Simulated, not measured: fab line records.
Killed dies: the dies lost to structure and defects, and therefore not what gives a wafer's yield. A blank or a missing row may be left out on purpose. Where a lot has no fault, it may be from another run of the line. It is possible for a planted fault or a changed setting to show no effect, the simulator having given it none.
A sampling plan put to the test | flow sky130 | one line in one fab, 47 faults in these records, each fault weighed on the records of the lots it struck
Plan = the line's own looks (route steps where a gauge or an inspection reads the wafer without altering it). Where struck wafers have a number at a look and the file lists that look's usual mean and standard deviation on fault-free wafers, the look can be judged. Caught: a look later than the fault's first step finds the struck wafers' mean 4 or more of those standard deviations (sigma) from the usual mean. On the tool: the fault's steps, tested the same way using the tool's own readings. Another recipe on the struck wafers, or a record that is blank for them alone, also counts as caught.

THE FAULTS, as the simulator had put them in
1. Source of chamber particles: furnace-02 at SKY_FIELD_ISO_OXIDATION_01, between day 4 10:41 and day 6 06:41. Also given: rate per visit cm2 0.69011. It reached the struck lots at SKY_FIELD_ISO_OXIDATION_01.
2. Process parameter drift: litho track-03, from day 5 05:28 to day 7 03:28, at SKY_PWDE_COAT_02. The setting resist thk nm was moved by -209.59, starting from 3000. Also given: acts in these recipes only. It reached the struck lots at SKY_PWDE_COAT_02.
3. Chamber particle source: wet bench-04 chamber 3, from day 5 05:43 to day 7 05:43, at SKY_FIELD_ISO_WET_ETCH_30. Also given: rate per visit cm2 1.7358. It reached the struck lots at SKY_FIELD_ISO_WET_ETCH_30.
4. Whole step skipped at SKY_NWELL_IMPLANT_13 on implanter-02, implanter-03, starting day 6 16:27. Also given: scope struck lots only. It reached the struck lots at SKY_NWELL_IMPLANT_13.
5. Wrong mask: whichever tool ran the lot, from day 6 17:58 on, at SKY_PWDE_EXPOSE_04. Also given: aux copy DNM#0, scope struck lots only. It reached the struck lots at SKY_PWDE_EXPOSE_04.
6. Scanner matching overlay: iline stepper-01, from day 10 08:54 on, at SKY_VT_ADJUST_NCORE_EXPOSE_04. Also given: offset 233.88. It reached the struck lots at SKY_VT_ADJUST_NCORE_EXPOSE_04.
7. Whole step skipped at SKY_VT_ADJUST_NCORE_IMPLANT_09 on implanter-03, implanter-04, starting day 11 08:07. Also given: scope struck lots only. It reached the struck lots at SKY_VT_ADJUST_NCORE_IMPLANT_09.
8. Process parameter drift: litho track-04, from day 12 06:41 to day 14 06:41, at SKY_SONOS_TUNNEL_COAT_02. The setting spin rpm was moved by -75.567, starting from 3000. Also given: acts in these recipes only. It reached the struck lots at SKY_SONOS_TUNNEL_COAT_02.
9. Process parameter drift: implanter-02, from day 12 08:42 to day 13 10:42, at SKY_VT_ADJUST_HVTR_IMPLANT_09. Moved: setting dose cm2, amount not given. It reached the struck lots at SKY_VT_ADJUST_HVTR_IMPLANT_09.
10. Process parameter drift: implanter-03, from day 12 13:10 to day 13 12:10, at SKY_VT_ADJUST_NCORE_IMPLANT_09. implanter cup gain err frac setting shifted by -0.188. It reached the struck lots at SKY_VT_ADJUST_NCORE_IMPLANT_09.
11. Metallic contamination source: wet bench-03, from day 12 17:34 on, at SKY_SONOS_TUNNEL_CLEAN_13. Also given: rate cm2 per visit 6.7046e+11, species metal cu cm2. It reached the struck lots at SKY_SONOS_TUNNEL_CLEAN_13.
12. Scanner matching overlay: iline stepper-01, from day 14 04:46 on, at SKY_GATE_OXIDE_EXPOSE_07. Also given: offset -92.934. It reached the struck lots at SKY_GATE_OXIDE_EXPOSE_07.
13. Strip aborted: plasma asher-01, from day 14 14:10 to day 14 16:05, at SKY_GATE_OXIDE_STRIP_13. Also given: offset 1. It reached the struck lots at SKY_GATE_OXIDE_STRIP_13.
14. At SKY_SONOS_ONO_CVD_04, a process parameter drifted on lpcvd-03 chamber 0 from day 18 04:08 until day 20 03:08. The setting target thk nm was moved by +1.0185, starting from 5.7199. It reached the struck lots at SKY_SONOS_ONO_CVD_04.
15. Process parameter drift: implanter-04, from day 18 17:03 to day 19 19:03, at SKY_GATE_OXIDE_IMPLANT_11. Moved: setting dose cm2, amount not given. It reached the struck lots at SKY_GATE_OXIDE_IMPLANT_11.
16. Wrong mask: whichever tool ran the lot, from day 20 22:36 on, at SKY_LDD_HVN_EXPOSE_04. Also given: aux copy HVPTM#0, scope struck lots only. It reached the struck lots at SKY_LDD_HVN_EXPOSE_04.
17. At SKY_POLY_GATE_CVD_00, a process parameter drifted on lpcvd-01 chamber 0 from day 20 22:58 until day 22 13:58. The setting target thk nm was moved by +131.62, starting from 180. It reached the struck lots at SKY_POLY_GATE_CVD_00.
18. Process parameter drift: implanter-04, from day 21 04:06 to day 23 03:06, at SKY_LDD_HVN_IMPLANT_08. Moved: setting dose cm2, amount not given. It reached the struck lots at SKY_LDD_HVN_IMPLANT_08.
19. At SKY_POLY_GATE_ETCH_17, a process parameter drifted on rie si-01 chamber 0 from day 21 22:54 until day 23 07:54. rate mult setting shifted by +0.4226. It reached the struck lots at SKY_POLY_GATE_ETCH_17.
20. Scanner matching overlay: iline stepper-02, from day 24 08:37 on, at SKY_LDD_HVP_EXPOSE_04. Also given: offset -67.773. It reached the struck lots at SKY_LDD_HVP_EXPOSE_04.
21. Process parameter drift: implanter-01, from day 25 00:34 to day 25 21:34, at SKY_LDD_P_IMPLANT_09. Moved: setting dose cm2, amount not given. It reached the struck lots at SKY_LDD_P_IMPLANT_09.
22. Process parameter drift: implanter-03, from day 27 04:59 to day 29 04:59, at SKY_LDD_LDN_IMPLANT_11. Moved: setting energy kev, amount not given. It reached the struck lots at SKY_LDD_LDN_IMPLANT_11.
23. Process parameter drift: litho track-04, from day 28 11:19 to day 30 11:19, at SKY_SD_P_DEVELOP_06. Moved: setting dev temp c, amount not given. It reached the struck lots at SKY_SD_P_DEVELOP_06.
24. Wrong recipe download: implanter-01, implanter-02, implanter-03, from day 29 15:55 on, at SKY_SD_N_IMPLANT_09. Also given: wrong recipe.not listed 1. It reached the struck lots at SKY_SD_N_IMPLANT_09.
25. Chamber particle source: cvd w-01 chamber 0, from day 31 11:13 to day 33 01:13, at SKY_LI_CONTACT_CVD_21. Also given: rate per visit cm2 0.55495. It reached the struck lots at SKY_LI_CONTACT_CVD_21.
26. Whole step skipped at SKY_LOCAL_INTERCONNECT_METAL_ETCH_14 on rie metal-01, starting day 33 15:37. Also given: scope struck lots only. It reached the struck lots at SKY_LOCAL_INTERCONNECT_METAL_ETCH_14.
27. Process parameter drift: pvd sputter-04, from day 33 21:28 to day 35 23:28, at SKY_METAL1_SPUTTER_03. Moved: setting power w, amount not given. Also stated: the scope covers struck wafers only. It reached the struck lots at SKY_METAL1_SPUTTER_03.
28. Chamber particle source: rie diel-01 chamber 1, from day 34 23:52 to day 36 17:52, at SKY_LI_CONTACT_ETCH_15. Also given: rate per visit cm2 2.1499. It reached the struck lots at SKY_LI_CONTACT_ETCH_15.
29. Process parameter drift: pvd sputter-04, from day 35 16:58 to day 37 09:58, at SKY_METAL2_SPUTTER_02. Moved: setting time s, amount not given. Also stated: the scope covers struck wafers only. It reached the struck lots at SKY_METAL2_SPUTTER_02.
30. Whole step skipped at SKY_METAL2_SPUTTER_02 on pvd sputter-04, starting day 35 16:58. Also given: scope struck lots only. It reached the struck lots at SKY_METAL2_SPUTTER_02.
31. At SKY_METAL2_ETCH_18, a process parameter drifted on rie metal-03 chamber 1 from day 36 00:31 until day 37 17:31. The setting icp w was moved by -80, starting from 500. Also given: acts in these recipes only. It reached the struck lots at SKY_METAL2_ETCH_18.
32. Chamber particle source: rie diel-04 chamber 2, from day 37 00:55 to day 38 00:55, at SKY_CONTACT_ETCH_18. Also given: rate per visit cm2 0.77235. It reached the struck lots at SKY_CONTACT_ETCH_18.
33. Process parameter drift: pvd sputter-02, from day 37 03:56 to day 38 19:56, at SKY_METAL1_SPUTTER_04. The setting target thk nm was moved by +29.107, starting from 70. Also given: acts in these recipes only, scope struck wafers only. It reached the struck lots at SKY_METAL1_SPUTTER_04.
34. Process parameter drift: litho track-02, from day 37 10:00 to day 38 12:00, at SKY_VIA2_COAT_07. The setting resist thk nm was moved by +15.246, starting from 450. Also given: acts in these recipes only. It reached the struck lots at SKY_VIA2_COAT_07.
35. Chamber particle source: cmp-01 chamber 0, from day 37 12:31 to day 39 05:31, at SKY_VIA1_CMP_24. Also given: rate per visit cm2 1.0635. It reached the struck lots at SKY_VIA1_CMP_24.
36. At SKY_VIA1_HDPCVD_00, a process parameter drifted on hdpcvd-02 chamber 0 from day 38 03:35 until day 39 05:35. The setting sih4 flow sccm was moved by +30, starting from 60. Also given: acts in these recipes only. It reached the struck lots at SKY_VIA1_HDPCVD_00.
37. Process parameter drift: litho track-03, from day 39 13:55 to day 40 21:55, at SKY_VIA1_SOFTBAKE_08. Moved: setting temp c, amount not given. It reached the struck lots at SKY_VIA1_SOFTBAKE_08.
38. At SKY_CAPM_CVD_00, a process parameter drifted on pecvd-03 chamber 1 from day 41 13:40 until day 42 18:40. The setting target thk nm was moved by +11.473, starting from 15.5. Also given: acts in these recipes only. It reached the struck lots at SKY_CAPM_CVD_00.
39. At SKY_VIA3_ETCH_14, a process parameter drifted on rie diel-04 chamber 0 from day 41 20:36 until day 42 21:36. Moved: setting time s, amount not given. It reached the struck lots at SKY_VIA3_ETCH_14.
40. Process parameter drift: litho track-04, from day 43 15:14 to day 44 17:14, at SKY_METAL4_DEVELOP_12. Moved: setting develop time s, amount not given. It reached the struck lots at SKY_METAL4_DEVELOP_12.
41. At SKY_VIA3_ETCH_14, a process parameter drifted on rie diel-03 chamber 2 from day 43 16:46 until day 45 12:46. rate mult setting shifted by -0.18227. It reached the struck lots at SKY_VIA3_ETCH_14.
42. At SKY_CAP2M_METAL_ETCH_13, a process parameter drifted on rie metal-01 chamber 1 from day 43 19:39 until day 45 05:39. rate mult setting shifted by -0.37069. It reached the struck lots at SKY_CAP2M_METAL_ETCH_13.
43. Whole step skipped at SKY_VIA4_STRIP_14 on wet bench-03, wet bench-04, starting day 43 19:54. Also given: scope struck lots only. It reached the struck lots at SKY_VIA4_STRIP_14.
44. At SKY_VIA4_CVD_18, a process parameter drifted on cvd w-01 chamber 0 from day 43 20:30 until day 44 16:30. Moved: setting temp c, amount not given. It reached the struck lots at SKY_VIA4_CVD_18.
45. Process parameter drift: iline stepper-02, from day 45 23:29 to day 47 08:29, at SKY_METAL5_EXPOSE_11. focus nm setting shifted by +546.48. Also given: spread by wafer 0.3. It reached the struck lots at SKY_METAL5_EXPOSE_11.
46. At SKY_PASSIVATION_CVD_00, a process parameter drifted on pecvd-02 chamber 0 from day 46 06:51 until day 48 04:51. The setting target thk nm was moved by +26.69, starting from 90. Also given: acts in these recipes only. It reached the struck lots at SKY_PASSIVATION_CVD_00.
47. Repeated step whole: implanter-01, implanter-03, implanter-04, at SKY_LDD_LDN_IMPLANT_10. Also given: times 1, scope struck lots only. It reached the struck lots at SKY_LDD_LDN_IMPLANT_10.

WHAT THE PLAN SAW
fault | on the tool itself                               | first look that catches it                      | reading, sigma                                | median hours from its first step to that look | hours from the fault's start to the first struck lot there | judged looks passed uncaught
1     | under 2 sigma                                    | not the one look that can be judged after it    | -                                             | -                                             | -                                                          | 1
2     | no reading that can be judged                    | not the one look that can be judged after it    | -                                             | -                                             | -                                                          | 1
3     | no reading that can be judged                    | not the one look that can be judged after it    | -                                             | -                                             | -                                                          | 1
4     | the tool's record is blank for the struck wafers | SKY_NWELL_RS_MEAS_29                            | NWELL_RS +14                                  | 20.4                                          | 23                                                         | 0
5     | no reading that can be judged                    | SKY_PWDE_TW_MEAS_10                             | PWDE_TW -95                                   | 9.2                                           | 11                                                         | 0
6     | no reading that can be judged                    | SKY_VT_ADJUST_NCORE_OVL_MEAS_08                 | VT_ADJUST_NCORE_OVL +99 or beyond             | 11.5                                          | 21                                                         | 0
7     | the tool's record is blank for the struck wafers | SKY_VT_ADJUST_NCORE_TW_MEAS_11                  | VT_ADJUST_NCORE_TW -99 or beyond              | 0.2                                           | 3                                                          | 0
8     | spin speed rpm -38 sigma                         | not the one look that can be judged after it    | -                                             | -                                             | -                                                          | 1
9     | dose ions cm2 +99 or beyond sigma                | SKY_VT_ADJUST_HVTR_TW_MEAS_11                   | VT_ADJUST_HVTR_TW +15                         | 0.2                                           | 12                                                         | 0
10    | beam on s +13 sigma                              | SKY_VT_ADJUST_NCORE_TW_MEAS_11                  | VT_ADJUST_NCORE_TW +7.7                       | 0.2                                           | 1                                                          | 0
11    | no reading that can be judged                    | none of the 6 looks that can be judged after it | -                                             | -                                             | -                                                          | 6
12    | under 2 sigma                                    | SKY_GATE_OXIDE_OVL_MEAS_10                      | GATE_OXIDE_OVL -77                            | 13.7                                          | 19                                                         | 0
13    | oes product au +40 sigma                         | no look after it can be judged                  | -                                             | -                                             | -                                                          | 0
14    | under 2 sigma                                    | SKY_SONOS_ONO_THK_MEAS_05                       | SONOS_ONO_CVD_04_THK +9.3                     | 1.3                                           | 7                                                          | 0
15    | dose ions cm2 +99 or beyond sigma                | SKY_GATE_OXIDE_TW_MEAS_14                       | GATE_OXIDE_TW +15                             | 0.3                                           | 1                                                          | 0
16    | no reading that can be judged                    | SKY_LDD_HVN_TW_MEAS_10                          | LDD_HVN_TW -88                                | 15.3                                          | 21                                                         | 0
17    | under 2 sigma                                    | SKY_POLY_GATE_THK_MEAS_01                       | POLY_GATE_CVD_00_THK +82                      | 1.8                                           | 20                                                         | 0
18    | dose ions cm2 -99 or beyond sigma                | SKY_LDD_HVN_TW_MEAS_10                          | LDD_HVN_TW -10                                | 0.2                                           | 4                                                          | 0
19    | only faintly: drypump motor current A -2.4 sigma | not the one look that can be judged after it    | -                                             | -                                             | -                                                          | 1
20    | no reading that can be judged                    | SKY_LDD_HVP_OVL_MEAS_07                         | LDD_HVP_OVL -52                               | 14.8                                          | 33                                                         | 0
21    | dose ions cm2 -99 or beyond sigma                | SKY_LDD_P_TW_MEAS_11                            | LDD_P_TW -42                                  | 0.2                                           | 3                                                          | 0
22    | beam energy keV +99 or beyond sigma              | no look after it can be judged                  | -                                             | -                                             | -                                                          | 0
23    | developer temp C -22 sigma                       | not the one look that can be judged after it    | strongest: cd nm at SKY_SD_P_CD_MEAS_07, +3.5 | -                                             | -                                                          | 1
24    | no reading that can be judged                    | SKY_SD_N_TW_MEAS_12                             | SD_N_TW +10                                   | 0.4                                           | 3                                                          | 0
25    | under 2 sigma                                    | not the one look that can be judged after it    | -                                             | -                                             | -                                                          | 1
26    | the tool's record is blank for the struck wafers | no look after it can be judged                  | -                                             | -                                             | -                                                          | 0
27    | cathode dc power W +99 or beyond sigma           | no look after it can be judged                  | -                                             | -                                             | -                                                          | 0
28    | under 2 sigma                                    | no look after it can be judged                  | -                                             | -                                             | -                                                          | 0
29    | under 2 sigma                                    | SKY_METAL2_RS_MEAS_05                           | METAL2_ALCU_RS +5.2                           | 0.1                                           | 3                                                          | 0
30    | the tool's record is blank for the struck wafers | SKY_METAL2_RS_MEAS_05                           | METAL2_ALCU_RS +99 or beyond                  | 0.1                                           | 3                                                          | 0
31    | rf fwd power W -30 sigma                         | no look after it can be judged                  | -                                             | -                                             | -                                                          | 0
32    | under 2 sigma                                    | not the one look that can be judged after it    | -                                             | -                                             | -                                                          | 1
33    | under 2 sigma                                    | SKY_METAL1_THK_MEAS_06                          | METAL1_ALCU_THK -6.1                          | 2.0                                           | 6                                                          | 1
34    | under 2 sigma                                    | not the one look that can be judged after it    | -                                             | -                                             | -                                                          | 1
35    | only faintly: time to endpoint s +2.1 sigma      | none of the 2 looks that can be judged after it | -                                             | -                                             | -                                                          | 2
36    | sih4 flow sccm +99 or beyond sigma               | SKY_VIA1_THK_MEAS_01                            | VIA1_HDPCVD_THK +57                           | 0.1                                           | 0                                                          | 0
37    | plate temp C -41 sigma                           | none of the 2 looks that can be judged after it | -                                             | -                                             | -                                                          | 2
38    | under 2 sigma                                    | SKY_CAPM_THK_MEAS_01                            | CAPM_CVD_00_THK +52                           | 0.0                                           | 12                                                         | 0
39    | oes product au +22 sigma                         | no look after it can be judged                  | -                                             | -                                             | -                                                          | 0
40    | under 2 sigma                                    | SKY_METAL4_CD_MEAS_13                           | cd nm +4.4                                    | 0.8                                           | 9                                                          | 0
41    | under 2 sigma                                    | no look after it can be judged                  | -                                             | -                                             | -                                                          | 0
42    | oes product au -23 sigma                         | no look after it can be judged                  | -                                             | -                                             | -                                                          | 0
43    | the tool's record is blank for the struck wafers | no look after it can be judged                  | -                                             | -                                             | -                                                          | 0
44    | susceptor temp C -40 sigma                       | SKY_VIA4_RS_MEAS_19                             | VIA4_W_RS +17                                 | 0.1                                           | 3                                                          | 0
45    | no reading that can be judged                    | no look after it can be judged                  | -                                             | -                                             | -                                                          | 0
46    | under 2 sigma                                    | SKY_PASSIVATION_THK_MEAS_01                     | PASSIVATION_CVD_00_THK +25                    | 0.0                                           | 7                                                          | 0
47    | no reading that can be judged                    | SKY_LDD_LDN_TW_MEAS_13                          | LDD_LDN_TW +9.5                               | 0.7                                           | -                                                          | 0
A dash: this means the fault isn't caught or the number doesn't appear in these records.

Caught at a look: 24 of 47. Caught on the tool: 21 of 47. By one or the other: 35 of 47.
Faults 8, 13, 22, 23, 26, 27, 31, 37, 39, 42, 43 were caught on the tool alone.
Caught at a look alone: faults 5, 6, 12, 14, 16, 17, 20, 24, 29, 33, 38, 40, 46, 47.
Caught by neither: faults 1, 2, 3, 11, 19, 25, 28, 32, 34, 35, 41, 45.

THINNER SAMPLING
In the worst case, this is how late the first struck lot would be measured if the look that catches a fault measured only every second or every third lot, by lot number:
fault | struck lots at that look, in order of time | every lot | every second lot | every third lot
4     | L375, L376, L377                           | 23 h      | 28 h             | 36 h
5     | L447                                       | 11 h      | may miss it      | may miss it
6     | L529, L530, L531, L532                     | 21 h      | 26 h             | 35 h
7     | L588, L589                                 | 3 h       | 12 h             | may miss all 2
9     | L399, L400                                 | 12 h      | 15 h             | may miss all 2
10    | L496, L497                                 | 1 h       | 10 h             | may miss all 2
12    | L215, L216, L218, L219                     | 19 h      | 31 h             | may miss all 4
14    | L717, L718, L719                           | 7 h       | 19 h             | 24 h
15    | L683, L684                                 | 1 h       | 14 h             | may miss all 2
16    | L988                                       | 21 h      | may miss it      | may miss it
17    | L744                                       | 20 h      | may miss it      | may miss it
18    | L593, L596                                 | 4 h       | 31 h             | may miss all 2
20    | L660, L661                                 | 33 h      | 42 h             | may miss all 2
21    | L843, L845                                 | 3 h       | may miss all 2   | may miss all 2
24    | L588, L589, L590, L591                     | 3 h       | 16 h             | 26 h
29    | L725, L726, L728                           | 3 h       | 14 h             | may miss all 3
30    | L509, L510                                 | 3 h       | 14 h             | may miss all 2
33    | L118, L121                                 | 6 h       | 39 h             | may miss all 2
36    | L224, L225                                 | 0 h       | 3 h              | may miss all 2
38    | L235, L236                                 | 12 h      | 25 h             | may miss all 2
40    | L204, L205, L206                           | 9 h       | 22 h             | 24 h
44    | L709, L710, L711                           | 3 h       | 11 h             | 15 h
46    | L980, L983                                 | 7 h       | 42 h             | may miss all 2
Hours: fault start to first struck lot measured. Since the struck wafers were tested as one group against 4 sigma, a single lot by itself may lie under the limit. Other struck lots may not be in these records.

THE LONGEST TIMED WAY FROM STEP TO LOOK
Fault 4: the median time between SKY_NWELL_IMPLANT_13 and SKY_NWELL_RS_MEAS_29 is 20.4 hours. No look between them can be judged.
